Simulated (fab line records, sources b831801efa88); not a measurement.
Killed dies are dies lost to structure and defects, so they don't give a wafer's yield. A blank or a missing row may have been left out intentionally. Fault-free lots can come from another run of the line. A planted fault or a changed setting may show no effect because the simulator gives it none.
Chamber matching + flow sfq_line + 4 sister chambers for SFQ_TRILAYER_I3_CMP_CMP_082 on cmp-01
The step polishes SiO2. 7 wafers are shown with their chamber, then 7 later ones without.

WAFERS PAIRED WITH THEIR CHAMBERS
| wafer  | chamber | motor_current_A (A) | slurry_flow_ml_min |
|--------|---------|---------------------|--------------------|
| L114.1 | 3       | 11.5                | 149.3              |
| L114.2 | 0       | 10.6                | 149.4              |
| L115.2 | 2       | 10.0                | 149.5              |
| L115.5 | 2       | 9.4                 | 149.8              |
| L115.6 | 3       | 11.5                | 149.7              |
| L118.3 | 1       | 8.7                 | 150.5              |
| L118.5 | 0       | 11.6                | 149.5              |

WAFERS WHOSE CHAMBER IS MISSING
| wafer  | motor_current_A (A) | slurry_flow_ml_min |
|--------|---------------------|--------------------|
| L118.6 | 11.7                | 149.8              |
| L120.2 | 8.7                 | 149.6              |
| L120.3 | 11.5                | 150.7              |
| L120.6 | 10.4                | 149.6              |
| L122.1 | 8.7                 | 150.0              |
| L122.2 | 11.4                | 150.2              |
| L122.5 | 11.9                | 149.8              |

WHICH CHAMBER EACH WENT THROUGH
| wafer  | from the rows above               | in truth                   |
|--------|-----------------------------------|----------------------------|
| L118.6 | can't be placed: 3 or 0           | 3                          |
| L120.2 | 2                                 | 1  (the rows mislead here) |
| L120.3 | can't be placed: 3 or 1 or 0 or 2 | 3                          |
| L120.6 | can't be placed: 2 or 0 or 3      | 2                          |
| L122.1 | can't be placed: 1 or 2           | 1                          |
| L122.2 | can't be placed: 3 or 0 or 2      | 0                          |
| L122.5 | can't be placed: 3 or 0           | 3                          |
0 of 7 placed correctly. Not placeable from these rows: 6 (in 6, the candidates include the true chamber). Placed wrongly: 1.
How it was worked out, from the rows above alone: a wafer's distance from a chamber is the root of the sum, over the readings, of the square of ((its reading less the chamber's mean) divided by the reading's scatter). If the next closest chamber is less than 2 further off than the closest, the wafer can't be placed; otherwise it belongs to the closest. For every chamber, the mean is computed from those of its wafers that are shown. The scatter: take each reading less its chamber's mean, square it, sum over the shown wafers, divide by the number of wafers less the number of chambers, and take the root.
